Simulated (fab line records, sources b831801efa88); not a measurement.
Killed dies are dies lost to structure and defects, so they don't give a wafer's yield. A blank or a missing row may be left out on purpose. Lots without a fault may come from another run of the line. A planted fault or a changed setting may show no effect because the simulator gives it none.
A sampling plan put to the test | flow sky130 | one fab line, 5 faults that these records tell of, each judged on the records of the lots that it struck
The plan is the line's own looks: the steps of the route at which a gauge or an inspection reads the wafer and doesn't change it. A look can be judged if struck wafers have a number there and the file gives its usual mean and standard deviation on fault-free wafers. Caught: at a look after the fault's first step, the mean of the struck wafers lies 4 or more of those standard deviations (sigma) from the usual mean. On the tool: the same test on the tool's own readings at the fault's steps. Another recipe on the struck wafers, or a record that is blank for them alone, also counts as caught.

THE FAULTS, as the simulator had put them in
1. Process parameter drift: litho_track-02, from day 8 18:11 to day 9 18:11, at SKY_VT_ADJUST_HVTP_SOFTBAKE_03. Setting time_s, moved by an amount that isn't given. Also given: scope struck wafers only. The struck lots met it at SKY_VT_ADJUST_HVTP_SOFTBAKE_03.
2. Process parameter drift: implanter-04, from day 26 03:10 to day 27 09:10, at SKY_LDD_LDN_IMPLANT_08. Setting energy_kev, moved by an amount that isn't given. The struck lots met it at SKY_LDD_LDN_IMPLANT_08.
3. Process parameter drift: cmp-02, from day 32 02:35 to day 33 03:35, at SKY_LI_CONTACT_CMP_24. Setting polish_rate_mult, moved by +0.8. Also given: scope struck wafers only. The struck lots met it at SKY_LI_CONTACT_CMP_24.
4. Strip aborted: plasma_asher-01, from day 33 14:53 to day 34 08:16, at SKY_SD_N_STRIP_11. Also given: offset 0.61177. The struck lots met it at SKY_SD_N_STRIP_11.
5. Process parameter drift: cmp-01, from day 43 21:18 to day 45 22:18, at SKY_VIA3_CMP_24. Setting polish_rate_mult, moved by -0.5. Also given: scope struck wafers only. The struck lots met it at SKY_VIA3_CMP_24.

WHAT THE PLAN SAW
fault | on the tool itself                   | first look that catches it                      | reading, sigma | median hours from its first step to that look | hours from the fault's start to the first struck lot there | judged looks passed uncaught
1     | run_length_s +99 or beyond sigma     | none of the 2 looks that can be judged after it | -              | -                                             | -                                                          | 2
2     | beam_energy_keV +99 or beyond sigma  | no look after it can be judged                  | -              | -                                             | -                                                          | 0
3     | time_to_endpoint_s -10 sigma         | no look after it can be judged                  | -              | -                                             | -                                                          | 0
4     | oes_product_au -16 sigma             | no look after it can be judged                  | -              | -                                             | -                                                          | 0
5     | overpolish_run_s -99 or beyond sigma | no look after it can be judged                  | -              | -                                             | -                                                          | 0
A dash: the fault isn't caught, or these records don't give the number.

Caught at a look: 0 of 5. Caught on the tool: 5 of 5. By one or the other: 5 of 5.
Caught on the tool alone: faults 1, 2, 3, 4, 5.
